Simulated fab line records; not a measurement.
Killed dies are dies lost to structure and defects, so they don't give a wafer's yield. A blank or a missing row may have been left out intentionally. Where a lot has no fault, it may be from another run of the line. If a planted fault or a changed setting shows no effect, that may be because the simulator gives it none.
One fault seen from 2 desks    flow gf180mcu    each desk holds nothing but its own numbers, with what lay behind them at the end

## AT THE TOOL OWNER'S DESK: rie-diel-03
The tool's own readings at GF_V3_ETCH_17 (etches SiO2 in C4F8/O2/Ar, stops on TiN, target depth 635 nm): means of the sampled wafers that have a number, for each lot that ran on this tool. The brackets show how far a lot's mean lies from the usual mean; more than 4 standard deviations puts the lot out of limits, marked OUT.
Columns: A = oes-product-au at GF_V3_ETCH_17, usual 0.855 a.u.
lot   first seen here  A
L916  day 23 07:00     0.852
L932  day 29 04:00     0.851
Result from this desk: across the 2 lots, nothing is out of limits.

## AT THE METROLOGY DESK
What the gauges read, lot by lot, whatever tool the lot ran on: means of the sampled wafers that have a number. The brackets show how far a lot's mean lies from the usual mean; more than 4 standard deviations puts the lot out of limits, marked OUT. It has 9 readings; the 7 that lie furthest out on some lot are the ones shown.
Columns: A = V3_BOW at GF_V3_BOW_MEAS_05, usual 117 um; B = cd-nm at GF_V3_CD_MEAS_14, usual 260.1 nm; C = V3_W_THK at GF_V3_THK_MEAS_25, usual 359 nm; D = M4_ALCU_RS at GF_M4_RS_MEAS_05, usual 0.0697 ohm/sq; E = M4_ALCU_THK at GF_M4_THK_MEAS_06, usual 450 nm; F = cd-nm at GF_M4_CD_MEAS_14, usual 279.8 nm; G = M4_OVL at GF_M4_OVL_MEAS_15, usual 1 nm
lot   first seen here  A    B      C    D       E    F      G
L912  day 20 23:19     130  262.4  360  0.0702  446  279.1  -1
L915  day 22 05:44     119  258.1  355  0.0704  448  277.7  10
L916  day 22 08:47     107  262.2  363  0.0695  448  281.0  6
L917  day 22 17:10     116  261.1  366  0.0710  440  279.9  8
L932  day 28 08:47     108  262.0  359  0.0697  448  280.3  -15
Result from this desk: across the 5 lots, nothing is out of limits.

## ALL TOGETHER
The desk of the tool owner found nothing out of limits.
The metrology desk saw nothing out of limits.

## WHAT THE SIMULATOR HAD INSERTED
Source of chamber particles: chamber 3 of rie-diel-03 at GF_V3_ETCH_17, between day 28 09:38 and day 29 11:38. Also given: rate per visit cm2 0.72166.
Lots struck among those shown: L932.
